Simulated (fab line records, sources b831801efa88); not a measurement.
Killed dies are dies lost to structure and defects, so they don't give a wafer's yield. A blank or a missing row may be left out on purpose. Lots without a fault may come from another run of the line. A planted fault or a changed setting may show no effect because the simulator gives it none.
A struck lot beside a sound one | flow sky130 | 16 steps out of a route of 708
Sound: wafers L430.2, L430.4, L430.5. Struck: wafers L440.1, L440.2, L440.3. The cause comes at the end.
At each step with rows: each side's tool, then ch and its chambers, then its first start. Under that, the readings that differ: sound wafers | struck wafers | difference of the means | sigmas: that difference in standard deviations of wafers without a fault.
alike: readings whose means differ by less than 2 such deviations, and words and numbers that are the same on both sides. not compared: withheld readings, readings that some wafer has no value for, bounds like >300 that may hide the same value, and numbers for which the record gives no deviation and whose values overlap.
The two part at a step that has a row with sigmas, a row that says differs or no value, or rows on one side only. Numbers that don't overlap but have no deviation are shown without sigmas and don't part them. A reading that every wafer of one side lacks parts them only if that side has two wafers or more.

first, 1 step without rows for these wafers: SKY_VT_ADJUST_LVTN_IMPLANT_19.
SKY_VT_ADJUST_LVTN_STRIP_20: strips in O2/N2.
  sound on plasma_asher-02 ch 0,1, day 9 03:08; struck on plasma_asher-04 ch 0,1, day 11 22:14
  alike: drypump_motor_current_A, oes_product_au, strip_time_to_endpoint_s
  not compared: rf_hours_counter_h
SKY_VT_ADJUST_LVTN_TW_MEAS_21:
  sound on film_metro-03, day 9 03:14; struck on film_metro-01, day 11 22:20
  alike: VT_ADJUST_LVTN_2_TW
then, 7 steps without rows for these wafers: SKY_VT_ADJUST_NCORE_DEHYDRATE_00 (time 60 s); SKY_VT_ADJUST_NCORE_HMDS_01 (prime time 60 s); SKY_VT_ADJUST_NCORE_COAT_02 (resist thk 1120 nm); SKY_VT_ADJUST_NCORE_SOFTBAKE_03 (time 60 s); SKY_VT_ADJUST_NCORE_EXPOSE_04 (exposes mask LVTN COMPLEMENT THIN, target cd 380 nm); SKY_VT_ADJUST_NCORE_PEB_05; SKY_VT_ADJUST_NCORE_DEVELOP_06 (develop time 60 s).
SKY_VT_ADJUST_NCORE_CD_MEAS_07: target cd 380 nm.
  sound on cd_sem-02, day 10 00:43; struck on cd_sem-02, day 12 21:35
  alike: cd_nm
SKY_VT_ADJUST_NCORE_OVL_MEAS_08:
  sound on overlay-01, day 10 00:49; struck on overlay-01, day 12 21:43
  alike: VT_ADJUST_NCORE_OVL
SKY_VT_ADJUST_NCORE_IMPLANT_09:
  sound on implanter-02 ch 0, day 10 00:52; struck on implanter-04 ch 0, day 12 21:44
  reading            | sound             | struck            | difference | sigmas
  beam_on_s (s)      | 9.64 10.10 10.00  | 11.95 12.05 11.84 | +2.03      | +10
  faraday_current_uA | 14.11 13.46 13.55 | 11.31 11.32 11.46 | -2.34      | -9
SKY_VT_ADJUST_NCORE_STRIP_10: strips in O2/N2.
  sound on plasma_asher-04 ch 0,1, day 10 00:59; struck on plasma_asher-03 ch 0,1, day 12 21:53
  reading                     | sound       | struck      | difference | sigmas
  drypump_motor_current_A (A) | 5.4 5.0 5.0 | 6.5 6.1 6.1 | +1.1       | +2
  alike: oes_product_au, strip_time_to_endpoint_s
  not compared: rf_hours_counter_h
SKY_VT_ADJUST_NCORE_TW_MEAS_11:
  sound on film_metro-04, day 10 01:06; struck on film_metro-03, day 12 22:13
  reading            | sound             | struck            | difference | sigmas
  VT_ADJUST_NCORE_TW | 220.4 218.8 219.4 | 230.6 230.7 228.8 | +10.5      | +8
  not compared: hold
-- the record jumps here: 37 days lie between the struck wafers' starts before and after (it left off in module VT_ADJUST_NCORE and takes up again in module PAD_OPEN, whose first step shown is number 708 of the route) --
SKY_PAD_OPEN_PROBE_99:
  sound on prober-02, day 47 00:22; struck on prober-02, day 49 13:33
  reading                                    | sound                        | struck                        | difference | sigmas
  model.etest.nfet_16v.r_on_ohm_um           | 1.4e+04 1.379e+04 1.389e+04  | 1.469e+04 1.473e+04 1.465e+04 | +7.967e+02 |
  model.etest.pfet_16v.r_on_ohm_um           | 1.45e+04 1.448e+04 1.467e+04 | 1.406e+04 1.405e+04 1.427e+04 | -4.233e+02 |
  model.etest.pfet_g5v0d10v5.r_on_ohm_um     | 4725 4692 4771               | 4454 4470 4422                | -281       |
  model.etest.tip_p.rs_ohm_sq                | 6887 6866 6874               | 6678 6765 6705                | -160       |
  model.etest.res_pwell_under_gate.rs_ohm_sq | 2293 2298 2285               | 2222 2228 2234                | -64        |
  model.etest.tip_p_5v.rs_ohm_sq             | 2856 2868 2865               | 2815 2803 2811                | -53        |
  model.etest.tip_n_5v.rs_ohm_sq             | 1374 1374 1374               | 1448 1438 1438                | +67        |
  alike: killed_at_M0_to_M3, killed_at_M4_up, killed_at_contacts, killed_at_front_end, killed_at_other, killed_dies, killed_open, killed_short
  not compared: model.etest.nfet_g5v0d10v5.r_on_ohm_um

WHERE THEY PART
First at SKY_VT_ADJUST_NCORE_IMPLANT_09; last, within this record, at SKY_VT_ADJUST_NCORE_TW_MEAS_11. Later steps at which nothing parts them and some readings are alike: SKY_PAD_OPEN_PROBE_99.

WHY: what the simulator had put in
Process parameter drift: implanter-04, from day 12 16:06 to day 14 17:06, at SKY_VT_ADJUST_NCORE_IMPLANT_09. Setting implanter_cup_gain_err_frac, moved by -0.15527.
